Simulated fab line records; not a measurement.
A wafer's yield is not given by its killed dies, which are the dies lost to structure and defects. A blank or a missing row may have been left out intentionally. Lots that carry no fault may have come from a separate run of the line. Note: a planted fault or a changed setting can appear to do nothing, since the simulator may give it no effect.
fab line records + flow sfq_line
record
- lots=14
- wafers=42
- last_day=91
route steps=325 shown I0@55
lots that met no fault: from a run of the same line without faults
start_h: hours from the record's first day to the start of the lot's first wafer shown + wait_h: hours from the lot's prior step to this one + " identical to the entry in the row above + L1.1+2: a row that stands for several wafers + - value missing, or start not given + * or withheld: withheld + < > ~ a bound
route shown NAME@n: a module of which the file shows steps, and the number in the route of the first + usual: mean and standard deviation over wafers with no fault + same: alike in all rows + chamber/n: place in a boat + sites: each site's reading + _std_site: how widely they spread, as a standard deviation + _edge_site: the outer-site mean with the inner-site mean subtracted + radius_mm: how far each site lies from the wafer's centre + mask NAME#n: copy n + behind: the tool/chamber that last shaped the wafer + hold: the reason the lot was held/the length of the hold in hours/how it ended + device: transistor that didn't switch, given as n, p or np + end of line: tests run on the same wafers once the route is complete + a step given without rows: its recipe and nothing more + killed: dies that structure and defects cost at the first sort, which is not the same as the wafer's yield + map: dies across one wafer; x = killed, . = not, _ = none there
set.NAME: the setting as run; set.NAME@STEP: as run at that earlier step + model.NAME: the simulator's own value behind a step, which no gauge read
route steps across a sampled set of lots; one table per step, one row per wafer
services: a tool's chamber out of use, with start hour (start_h, from the record's first day; less than 0 if before it), hours out, and reason
## steps
# step SFQ_TRILAYER_I0_VIA_ETCH_VIA_ETCH_034
# recipe
- target=SiO2
- stop_on=Nb
- mask_material=PR
- taper_deg=20
- chemistry=CHF3
- target_depth_nm=260
- source_w=500
- bias_w=80
- pressure_mtorr=30
- time_s=withheld
# usual
- bias_w=80.01/0.23
- chamber_pressure_mTorr=30.000/0.028
- drypump_motor_current_A=5.7/0.37
- oes_product_au=0.855/0.0046
| lot.wafer | tool        | chamber | start_h | wait_h | bias_w | chamber_pressure_mTorr | drypump_motor_current_A | oes_product_au |
|-----------|-------------|---------|---------|--------|--------|------------------------|-------------------------|----------------|
| L492.3    | rie_diel-02 | 0       | 388.98  | 0.0    | 80.10  | 29.995                 | 5.1                     | 0.848          |
| L492.4    | "           | 1       | "       | "      | 80.13  | 30.032                 | 6.1                     | 0.859          |
| L492.6    | "           | 1       | "       | "      | 80.01  | 30.001                 | 6.0                     | 0.862          |
| L493.2    | rie_diel-03 | 2       | 394.98  | 0.0    | 80.42  | 30.004                 | 5.7                     | 0.854          |
| L493.3    | "           | 3       | "       | "      | 80.14  | 29.935                 | 6.0                     | 0.854          |
| L493.5    | "           | 0       | "       | "      | 79.68  | 29.985                 | 5.1                     | 0.854          |
| L494.1    | rie_diel-02 | 0       | 396.18  | 0.0    | 79.87  | 29.979                 | 5.0                     | 0.861          |
| L494.3    | "           | 3       | "       | "      | 80.22  | 30.009                 | 5.4                     | 0.852          |
| L494.4    | "           | 2       | "       | "      | 79.80  | 29.995                 | 6.1                     | 0.852          |
| L496.1    | rie_diel-03 | 3       | 400.98  | 0.0    | 80.04  | 29.968                 | 6.0                     | 0.862          |
| L496.2    | "           | 0       | "       | "      | 80.22  | 29.970                 | 5.2                     | 0.855          |
| L496.4    | "           | 0       | "       | "      | 80.22  | 29.937                 | 5.2                     | 0.860          |
| L497.1    | rie_diel-02 | 3       | 403.38  | 0.0    | 80.01  | 30.049                 | 5.4                     | 0.855          |
| L497.3    | "           | 1       | "       | "      | 80.09  | 30.031                 | 6.1                     | 0.858          |
| L497.4    | "           | 0       | "       | "      | 79.63  | 29.965                 | 5.1                     | 0.857          |
| L498.2    | rie_diel-01 | 0       | 405.78  | 0.0    | 79.76  | 30.001                 | 5.4                     | 0.857          |
| L498.4    | "           | 3       | "       | "      | 80.19  | 30.043                 | 5.9                     | 0.857          |
| L498.5    | "           | 0       | "       | "      | 80.11  | 29.969                 | 5.4                     | 0.849          |
| L499.4    | rie_diel-03 | 3       | 408.18  | 0.0    | 80.23  | 29.956                 | 6.0                     | 0.850          |
| L499.5    | "           | 0       | "       | "      | 79.78  | 30.014                 | 5.2                     | 0.856          |
| L499.6    | "           | 3       | "       | "      | 80.30  | 29.974                 | 6.0                     | 0.857          |
| L501.2    | rie_diel-02 | 3       | 455.94  | 0.0    | 80.23  | 29.996                 | 5.4                     | 0.852          |
| L501.3    | "           | 0       | "       | "      | 80.14  | 29.979                 | 5.1                     | 0.852          |
| L501.6    | "           | 0       | "       | "      | 80.02  | 29.997                 | 5.1                     | 0.852          |
| L502.1    | rie_diel-02 | 1       | 499.14  | 0.0    | -      | -                      | -                       | -              |
| L502.4    | "           | 3       | "       | "      | -      | -                      | -                       | -              |
| L502.5    | "           | 0       | "       | "      | -      | -                      | -                       | -              |
| L503.2    | rie_diel-02 | 1       | 507.66  | 0.0    | -      | -                      | -                       | -              |
| L503.5    | "           | 0       | "       | "      | -      | -                      | -                       | -              |
| L503.6    | "           | 3       | "       | "      | -      | -                      | -                       | -              |
| L504.2    | rie_diel-01 | 2       | 511.39  | 0.0    | 79.58  | 29.987                 | 6.2                     | 0.856          |
| L504.3    | "           | 3       | "       | "      | 79.89  | 30.006                 | 5.9                     | 0.856          |
| L504.6    | "           | 0       | "       | "      | 80.15  | 30.037                 | 5.4                     | 0.859          |
| L505.2    | rie_diel-02 | 0       | 534.79  | 0.0    | 79.75  | 30.029                 | 5.1                     | 0.856          |
| L505.3    | "           | 3       | "       | "      | 80.15  | 29.996                 | 5.4                     | 0.864          |
| L505.6    | "           | 3       | "       | "      | 79.92  | 30.002                 | 5.4                     | 0.856          |
| L512.1    | rie_diel-03 | 3       | 602.68  | 0.0    | 80.23  | 30.031                 | 6.0                     | 0.850          |
| L512.5    | "           | 0       | "       | "      | 79.84  | 30.046                 | 5.1                     | 0.859          |
| L512.6    | "           | 1       | "       | "      | 79.69  | 30.021                 | 5.8                     | 0.858          |
| L515.1    | rie_diel-03 | 0       | 629.59  | 0.0    | 80.09  | 30.042                 | 5.2                     | 0.846          |
| L515.3    | "           | 3       | "       | "      | 80.15  | 30.036                 | 6.0                     | 0.853          |
| L515.5    | "           | 1       | "       | "      | 80.03  | 30.019                 | 5.9                     | 0.856          |
## services
| tool        | chamber | start_h | hours | kind           |
|-------------|---------|---------|-------|----------------|
| rie_diel-03 | 2       | 399.16  | 4.3   | repair         |
| rie_diel-01 | 1       | 408.68  | 6.1   | repair         |
| rie_diel-03 | 1       | 422.02  | -     | clean          |
| rie_diel-03 | 1       | 422.02  | 24.4  | scheduled_down |
| rie_diel-03 | 1       | 422.02  | 24.4  | vent_cycle     |
| rie_diel-03 | 0       | 447.27  | 12.5  | repair         |
| rie_diel-02 | 2       | 481.19  | 4.3   | repair         |
| rie_diel-01 | 2       | 483.17  | -     | clean          |
| rie_diel-01 | 2       | 483.17  | 17.9  | scheduled_down |
| rie_diel-01 | 2       | 483.17  | 17.9  | vent_cycle     |
| rie_diel-02 | 2       | 498.46  | 1.2   | repair         |
| rie_diel-01 | 0       | 499.88  | 5.6   | repair         |
| rie_diel-02 | 3       | 509.11  | 5.7   | repair         |
| rie_diel-01 | -       | 526.95  | 2.8   | pm             |
| rie_diel-02 | 2       | 533.35  | -     | clean          |
| rie_diel-02 | 2       | 533.35  | 18.5  | scheduled_down |
| rie_diel-02 | 2       | 533.35  | 18.5  | vent_cycle     |
| rie_diel-02 | -       | 535.73  | 0.5   | repair         |
| rie_diel-02 | 3       | 598.52  | 12.4  | repair         |
## key
first_sign
- step=SFQ_TRILAYER_I0_VIA_ETCH_VIA_ETCH_034
- reading=tool_record
- direction=missing
effect none on later readings
met_at SFQ_TRILAYER_I0_VIA_ETCH_VIA_ETCH_034
struck_lots L502,L503
onset_between 455.94 499.14
fault
- kind=skipped_step_whole
- tool=rie_diel-02
- chamber=-
- onset_h=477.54
- steps=SFQ_TRILAYER_I0_VIA_ETCH_VIA_ETCH_034
- scope=struck_lots_only
